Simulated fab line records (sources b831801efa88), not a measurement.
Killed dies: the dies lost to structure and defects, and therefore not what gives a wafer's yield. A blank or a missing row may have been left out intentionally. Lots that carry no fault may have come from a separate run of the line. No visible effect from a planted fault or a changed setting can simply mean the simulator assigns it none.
fab line records ; flow gf180mcu ; part 2 of 2: steps 30 to 40 of 40
record lots=5; wafers=15; last_day=34
route steps=602 shown SALICIDE@285 CONTACT@287 M1@315
lots with no fault: from the same line, run without faults
start_h: the number of hours between the record's first day and the start of the first shown wafer of the lot ; wait_h: how many hours have passed since the lot's step before this one ; " identical to the entry in the row above ; L1.1+2: a row that stands for several wafers ; - either no value or no given start ; * or withheld: withheld ; < > ~ a bound
route shown NAME@n: a module of which the file shows steps, and the number in the route of the first ; usual: mean/standard deviation taken from wafers without a fault ; same: alike in all rows ; chamber/n: place in a boat ; sites: per-site readings ; _std_site: standard deviation across them ; _edge_site: outer sites' mean less inner sites' ; radius_mm: how far each site lies from the wafer's centre ; mask NAME#n: copy n ; behind: the tool/chamber that last shaped the wafer ; hold: reason for holding the lot/hours on hold/outcome of the hold ; device: transistor that didn't switch, given as n, p or np ; end of line: tests run on the same wafers once the route is complete ; a step with no rows: only its recipe ; killed: dies lost to structure and defects at the first sort, not the wafer's yield ; map: per-die view of a wafer (x killed, . not killed, _ where there is no die)
set.NAME: the run value of the setting; set.NAME@STEP: its run value at that earlier step ; model.NAME: the simulator's own value behind a step, which no gauge read
lots at selected steps of the route; one table per step, one row per wafer
services: a tool's chamber out of use, with start hour (start_h, from the record's first day; less than 0 if before it), hours out, and reason
## steps
# step GF_CONTACT_CMP_27
# recipe stop_on=SiO2; down_force_psi=3.5; platen_rpm=60; t_overpolish_s=15; target_thk_nm=0; pad_velocity_m_s=0.94248
# usual motor_current_A=11.1/1; overpolish_run_s=15.001/0.0091; platen_rpm=60.01/0.037; time_to_endpoint_s=73/3
lot.wafer;tool;chamber;start_h;wait_h;motor_current_A;overpolish_run_s;platen_rpm;time_to_endpoint_s
L080.1;cmp-01;3;418.08;0.1;10.7;14.997;60.02;72
L080.6;cmp-01;3;418.08;0.1;10.7;15.006;60.09;75
L080.5;cmp-01;0;418.08;0.1;10.4;14.992;60.03;75
L083.3;cmp-02;0;444.07;0.0;13.4;14.994;60.01;70
L083.4;cmp-02;2;444.07;0.0;9.7;15.011;59.96;67
L083.5;cmp-02;1;444.07;0.0;10.3;14.998;59.94;67
L086.1;cmp-02;2;468.36;0.1;10.2;15.000;59.95;73
L086.3;cmp-02;3;468.36;0.1;11.2;15.015;60.08;72
L086.5;cmp-02;2;468.36;0.1;10.4;14.999;59.99;72
L089.1;cmp-02;2;496.26;0.1;10.0;15.008;60.03;75
L089.3;cmp-02;0;496.26;0.1;13.1;14.983;60.00;77
L089.6;cmp-02;3;496.26;0.1;10.9;15.001;59.94;76
L096.1;cmp-01;1;563.91;0.1;10.4;14.996;60.00;67
L096.4;cmp-01;2;563.91;0.1;12.4;14.992;60.04;71
L096.5;cmp-01;3;563.91;0.1;10.8;15.003;59.98;72
# step GF_M1_SPUTTER_00
# recipe material=Ti; target_thk_nm=37.5; arriving_ion_energy_ev=80; substrate_temp_c=200; chamber_pressure_pa=2; power_w=4000; time_s=150
# usual throttle_valve_pct=29.7/0.84
lot.wafer;tool;chamber;start_h;wait_h;throttle_valve_pct
L080.1;pvd_sputter-04;-;418.38;0.2;30.0
L080.5;pvd_sputter-04;-;418.38;0.2;30.0
L080.6;pvd_sputter-04;-;418.38;0.2;29.1
L083.3;pvd_sputter-03;-;444.37;0.2;30.2
L083.4;pvd_sputter-03;-;444.37;0.2;29.2
L083.5;pvd_sputter-03;-;444.37;0.2;30.4
L086.1;pvd_sputter-01;-;468.66;0.2;29.0
L086.3;pvd_sputter-01;-;468.66;0.2;28.7
L086.5;pvd_sputter-01;-;468.66;0.2;28.9
L089.1;pvd_sputter-04;-;496.56;0.2;30.3
L089.3;pvd_sputter-04;-;496.56;0.2;30.0
L089.6;pvd_sputter-04;-;496.56;0.2;28.9
L096.1;pvd_sputter-01;-;564.11;0.1;29.3
L096.4;pvd_sputter-01;-;564.11;0.1;28.6
L096.5;pvd_sputter-01;-;564.11;0.1;29.0
# step GF_M1_SPUTTER_01
# recipe material=TiN; target_thk_nm=30; power_w=6500; time_s=25; chamber_pressure_pa=0.4
# usual throttle_valve_pct=29.7/0.82
lot.wafer;tool;chamber;start_h;wait_h;throttle_valve_pct
L080.1;pvd_sputter-04;-;418.48;0.1;30.1
L080.5;pvd_sputter-04;-;418.48;0.1;29.8
L080.6;pvd_sputter-04;-;418.48;0.1;29.0
L083.3;pvd_sputter-03;-;444.47;0.1;30.3
L083.4;pvd_sputter-03;-;444.47;0.1;29.2
L083.5;pvd_sputter-03;-;444.47;0.1;30.5
L086.1;pvd_sputter-01;-;468.76;0.1;29.0
L086.3;pvd_sputter-01;-;468.76;0.1;28.3
L086.5;pvd_sputter-01;-;468.76;0.1;28.9
L089.1;pvd_sputter-04;-;496.66;0.1;30.3
L089.3;pvd_sputter-04;-;496.66;0.1;29.9
L089.6;pvd_sputter-04;-;496.66;0.1;29.0
L096.1;pvd_sputter-01;-;564.21;0.1;29.5
L096.4;pvd_sputter-01;-;564.21;0.1;28.8
L096.5;pvd_sputter-01;-;564.21;0.1;29.1
# step GF_M1_SPUTTER_02
# recipe material=AlCu; target_thk_nm=450; power_w=10600; time_s=23.9; chamber_pressure_pa=0.4
# usual throttle_valve_pct=29.7/0.82
lot.wafer;tool;chamber;start_h;wait_h;throttle_valve_pct
L080.1;pvd_sputter-04;-;418.51;0.0;29.8
L080.5;pvd_sputter-04;-;418.51;0.0;30.0
L080.6;pvd_sputter-04;-;418.51;0.0;29.2
L083.3;pvd_sputter-03;-;444.50;0.0;30.6
L083.4;pvd_sputter-03;-;444.50;0.0;29.3
L083.5;pvd_sputter-03;-;444.50;0.0;30.4
L086.1;pvd_sputter-01;-;468.79;0.0;29.0
L086.3;pvd_sputter-01;-;468.79;0.0;28.5
L086.5;pvd_sputter-01;-;468.79;0.0;29.1
L089.1;pvd_sputter-04;-;496.69;0.0;30.2
L089.3;pvd_sputter-04;-;496.69;0.0;30.0
L089.6;pvd_sputter-04;-;496.69;0.0;29.0
L096.1;pvd_sputter-01;-;564.24;0.0;29.5
L096.4;pvd_sputter-01;-;564.24;0.0;28.6
L096.5;pvd_sputter-01;-;564.24;0.0;29.0
# step GF_M1_SPUTTER_03
# recipe material=Ti; target_thk_nm=10; substrate_temp_c=300; chamber_pressure_pa=0.3; power_w=3000; time_s=6.7
# usual throttle_valve_pct=29.7/0.82
lot.wafer;tool;chamber;start_h;wait_h;throttle_valve_pct
L080.1;pvd_sputter-04;-;418.54;0.0;30.0
L080.5;pvd_sputter-04;-;418.54;0.0;29.9
L080.6;pvd_sputter-04;-;418.54;0.0;29.1
L083.3;pvd_sputter-03;-;444.53;0.0;30.5
L083.4;pvd_sputter-03;-;444.53;0.0;29.2
L083.5;pvd_sputter-03;-;444.53;0.0;30.1
L086.1;pvd_sputter-01;-;468.82;0.0;29.1
L086.3;pvd_sputter-01;-;468.82;0.0;28.5
L086.5;pvd_sputter-01;-;468.82;0.0;28.8
L089.1;pvd_sputter-04;-;496.72;0.0;30.5
L089.3;pvd_sputter-04;-;496.72;0.0;29.6
L089.6;pvd_sputter-04;-;496.72;0.0;29.2
L096.1;pvd_sputter-01;-;564.27;0.0;29.4
L096.4;pvd_sputter-01;-;564.27;0.0;28.4
L096.5;pvd_sputter-01;-;564.27;0.0;29.2
# step GF_M1_SPUTTER_04
# recipe material=TiN; target_thk_nm=50; power_w=6500; time_s=41.7; chamber_pressure_pa=0.4
# usual throttle_valve_pct=29.7/0.85
lot.wafer;tool;chamber;start_h;wait_h;throttle_valve_pct
L080.1;pvd_sputter-04;-;418.56;0.0;29.8
L080.5;pvd_sputter-04;-;418.56;0.0;30.0
L080.6;pvd_sputter-04;-;418.56;0.0;28.8
L083.3;pvd_sputter-03;-;444.55;0.0;30.4
L083.4;pvd_sputter-03;-;444.55;0.0;29.0
L083.5;pvd_sputter-03;-;444.55;0.0;30.3
L086.1;pvd_sputter-01;-;468.84;0.0;28.8
L086.3;pvd_sputter-01;-;468.84;0.0;28.5
L086.5;pvd_sputter-01;-;468.84;0.0;29.1
L089.1;pvd_sputter-04;-;496.74;0.0;30.4
L089.3;pvd_sputter-04;-;496.74;0.0;29.8
L089.6;pvd_sputter-04;-;496.74;0.0;28.9
L096.1;pvd_sputter-01;-;564.29;0.0;29.5
L096.4;pvd_sputter-01;-;564.29;0.0;28.5
L096.5;pvd_sputter-01;-;564.29;0.0;29.0
# step GF_M1_RS_MEAS_05
# recipe thk_meas_gauge=four-point-probe; reads=TiN_of_M1_SPUTTER_04+Ti_of_M1_SPUTTER_03+AlCu_of_M1_SPUTTER_02+TiN_of_M1_SPUTTER_01+Ti_of_M1_SPUTTER_00
# usual M1_ALCU_RS=0.0694/0.00062
lot.wafer;tool;chamber;start_h;wait_h;M1_ALCU_RS[ohm/sq]
L080.1;film_metro-03;-;418.60;0.0;0.0686
L080.5;film_metro-03;-;418.60;0.0;0.0688
L080.6;film_metro-03;-;418.60;0.0;0.0697
L083.3;film_metro-03;-;444.63;0.1;0.0693
L083.4;film_metro-03;-;444.63;0.1;0.0693
L083.5;film_metro-03;-;444.63;0.1;0.0692
L086.1;film_metro-04;-;468.88;0.0;0.0698
L086.3;film_metro-04;-;468.88;0.0;0.0697
L086.5;film_metro-04;-;468.88;0.0;0.0697
L089.1;film_metro-04;-;496.78;0.0;0.0698
L089.3;film_metro-04;-;496.78;0.0;0.0698
L089.6;film_metro-04;-;496.78;0.0;0.0705
L096.1;film_metro-04;-;564.33;0.0;0.0692
L096.4;film_metro-04;-;564.33;0.0;0.0689
L096.5;film_metro-04;-;564.33;0.0;0.0689
# step GF_M1_THK_MEAS_06
# recipe thk_meas_gauge=xrf; reads=AlCu_of_M1_SPUTTER_02
# usual M1_ALCU_THK=452/4.6
lot.wafer;tool;chamber;start_h;wait_h;M1_ALCU_THK[nm]
L080.1;film_metro-03;-;418.72;0.1;456
L080.5;film_metro-03;-;418.72;0.1;456
L080.6;film_metro-03;-;418.72;0.1;449
L083.3;film_metro-03;-;444.73;0.1;452
L083.4;film_metro-03;-;444.73;0.1;452
L083.5;film_metro-03;-;444.73;0.1;452
L086.1;film_metro-04;-;469.00;0.1;451
L086.3;film_metro-04;-;469.00;0.1;451
L086.5;film_metro-04;-;469.00;0.1;451
L089.1;film_metro-04;-;496.90;0.1;452
L089.3;film_metro-04;-;496.90;0.1;452
L089.6;film_metro-04;-;496.90;0.1;448
L096.1;film_metro-04;-;564.45;0.1;450
L096.4;film_metro-04;-;564.45;0.1;454
L096.5;film_metro-04;-;564.45;0.1;452
# step GF_M1_DEHYDRATE_07
# recipe temp_c=200; time_s=60
lot.wafer;tool;chamber;start_h;wait_h
L080.1+5+6;litho_track-04;0;430.16;11.4
L083.3+4+5;litho_track-01;0;457.04;12.3
L086.1+3+5;litho_track-04;0;481.11;12.1
L089.1+3+6;litho_track-02;0;508.64;11.7
L096.1+4+5;litho_track-01;0;574.54;10.1
# step GF_M1_HMDS_08
# recipe prime_time_s=60; prime_temp_c=120
lot.wafer;tool;chamber;start_h;wait_h
L080.1+5+6;litho_track-04;0;430.31;0.1
L083.3+4+5;litho_track-01;0;457.19;0.1
L086.1+3+5;litho_track-04;0;481.26;0.1
L089.1+3+6;litho_track-02;0;508.79;0.1
L096.1+4+5;litho_track-01;0;574.69;0.1
# step GF_M1_COAT_09
# recipe resist=KrF; spin_rpm=withheld; resist_thk_nm=1000
lot.wafer;tool;chamber;start_h;wait_h
L080.1+5+6;litho_track-04;0;430.46;0.1
L083.3+4+5;litho_track-01;0;457.34;0.1
L086.1+3+5;litho_track-04;0;481.41;0.1
L089.1+3+6;litho_track-02;0;508.94;0.1
L096.1+4+5;litho_track-01;0;574.84;0.1
## services
tool;chamber;start_h;hours;kind
rie_diel-04;1;370.42;4.5;repair
cmp-01;-;373.43;0.9;repair
pvd_sputter-01;-;385.15;7.9;repair
krf_scanner-02;-;386.65;0.8;pm
cmp-01;-;392.47;5.3;repair
cmp-02;-;404.00;4.0;pm
pecvd-01;-;407.58;28.1;pm
krf_scanner-02;-;421.64;1.0;pm
cvd_w-02;-;422.60;2.8;pm
rie_diel-04;1;452.52;2.9;repair
cmp-02;-;452.99;1.3;repair
pvd_sputter-01;-;459.55;0.6;repair
wet_bench-04;-;463.69;9.2;repair
cmp-02;-;471.15;5.4;repair
rie_diel-04;1;472.86;20.6;repair
rie_diel-04;3;484.54;3.9;repair
cmp-02;-;485.03;7.7;pm
pvd_sputter-03;-;487.65;2.0;repair
pvd_sputter-03;-;489.88;5.8;repair
pvd_sputter-04;-;510.74;0.5;repair
wet_bench-03;-;513.60;1.9;pm
rie_diel-04;0;543.60;2.6;repair
wet_bench-04;-;549.03;1.4;repair
rie_diel-04;3;567.53;13.6;repair
